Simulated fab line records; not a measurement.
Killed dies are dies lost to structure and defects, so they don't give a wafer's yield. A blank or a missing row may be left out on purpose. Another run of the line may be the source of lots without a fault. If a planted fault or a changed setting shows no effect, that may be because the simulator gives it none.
A lot that was struck, set against a sound lot -- flow sky130 -- 36 steps out of a route of 708
Sound: these wafers, L484.1, L484.3, L484.5. Struck: wafers L477.1, L477.6 (left out: L477.2, a lot-mate that was not struck); the cause follows at the end.
Each step with rows lists, per side, the tool, then ch with its chambers, then its first start. Under that, the readings that differ: sound wafers -- struck wafers -- difference of the means -- sigmas: that difference in standard deviations of wafers without a fault.
alike: readings whose means differ by less than 2 such deviations, and words and numbers that are the same on both sides. not compared: withheld readings, readings that some wafer has no value for, bounds like >300 that may hide the same value, and numbers for which the record gives no deviation and whose values overlap.
Wherever a step has rows on one side only, a row that says differs or no value, or a row with sigmas, the two part there. Numbers that have no deviation but don't overlap get no sigmas and don't part them. Lack of a reading on every wafer of one side parts them only where that side has two or more wafers.

first, 8 steps without rows for these wafers: SKY_VIA3_ETCH_14 (etches BARC in N2/H2, stops on SiO2, time 45.9 s, target depth 60 nm); SKY_VIA3_ETCH_15 (etches SiO2 in C4F8/O2/Ar, stops on TiN, target depth 507 nm, time 78 s); SKY_VIA3_STRIP_16 (strips in O2/N2); SKY_VIA3_STRIP_17 (strips in post etch residue remover, time 1200 s); SKY_VIA3_CLEAN_18 (cleans in IPA, time 180 s); SKY_VIA3_CLEAN_19 (cleans in O3/DIW); SKY_VIA3_SPUTTER_20 (material TiN, target thk 20 nm, time 80 s); SKY_VIA3_CVD_21 (deposits W, target thk 390 nm, time 117.31 s).
SKY_VIA3_CMP_24: polishes, stops on SiO2, t overpolish 20 s, target thk 0 nm.
  sound on cmp-02 ch 0,1,3, day 44 18:12; struck on cmp-01 ch 2, day 43 08:52
reading,sound,struck,difference,sigmas
timeToEndpointS (s),90.0 99.1 91.1,47.7 47.0,-46.0,-16
model.SiO2_of_VIA3_HDPCVD_00.thkNm (nm),470.5 469.9 470.5,468.6 467.4,-2.3,
  alike: motorCurrentA, overpolishRunS
then, 25 steps without rows for these wafers: SKY_METAL4_SPUTTER_00 (material Ti, target thk 15 nm, time 10 s); SKY_METAL4_SPUTTER_01 (material TiN, target thk 20 nm, time 16.7 s); SKY_METAL4_SPUTTER_02 (material AlCu, target thk 735 nm, time 39.1 s); SKY_METAL4_SPUTTER_03 (material Ti, target thk 5 nm, time 3.3 s); SKY_METAL4_SPUTTER_04 (material TiN, target thk 70 nm, time 58.3 s); SKY_CAP2M_CVD_00 (deposits SiO2, target thk 15.5 nm); SKY_CAP2M_SPUTTER_02 (material TiN, target thk 200 nm, time 166.7 s); SKY_CAP2M_DEHYDRATE_05 (time 60 s); SKY_CAP2M_HMDS_06 (prime time 60 s); SKY_CAP2M_COAT_07 (resist thk 1140 nm); SKY_CAP2M_SOFTBAKE_08 (time 60 s); SKY_CAP2M_EXPOSE_09 (exposes mask CAP2M, target cd 1000 nm); SKY_CAP2M_PEB_10; SKY_CAP2M_DEVELOP_11 (develop time 60 s); SKY_CAP2M_METAL_ETCH_13 (etches TiN in Cl2/BCl3, stops on SiO2, target depth 220 nm, time 62.9 s); SKY_CAP2M_STRIP_14 (strips in O2/N2); SKY_CAP2M_STRIP_15 (strips in post etch residue remover, time 1200 s); SKY_CAP2M_CLEAN_16 (cleans in IPA, time 180 s); SKY_CAP2M_CLEAN_17 (cleans in O3/DIW); SKY_METAL4_DEHYDRATE_05 (time 60 s); SKY_METAL4_HMDS_06 (prime time 60 s); SKY_METAL4_COAT_07 (resist thk 60 nm); SKY_METAL4_COAT_08 (resist thk 1140 nm); SKY_METAL4_SOFTBAKE_09 (time 90 s); SKY_METAL4_EXPOSE_10 (exposes mask MM4, target cd 300 nm).
SKY_METAL4_METAL_ETCH_18: etches the open film in Cl2/BCl3, stops on SiO2, target depth 845 nm, time 183.1 s.
  sound on rieMetal-02 ch 0,1, day 46 13:59; struck on rieMetal-04 ch 0,1, day 45 05:49
reading,sound,struck,difference,sigmas
model.SiO2_of_VIA3_HDPCVD_00.thkNm (nm),445.2 444.6 445.8,443.4 441.7,-2.7,
  alike: drypumpMotorCurrentA, oesProductAu, throttleValvePct
  not compared: rfHoursCounterH
SKY_PAD_OPEN_PROBE_99:
  the record has rows for the sound wafers here (prober-01, day 49 23:08) and none for the struck ones

WHERE THEY PART
Earliest at SKY_VIA3_CMP_24; latest, in this record, at SKY_PAD_OPEN_PROBE_99.

WHY: what the simulator had put in
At SKY_VIA3_CMP_24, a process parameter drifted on cmp-01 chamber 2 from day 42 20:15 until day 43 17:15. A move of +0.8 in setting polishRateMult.
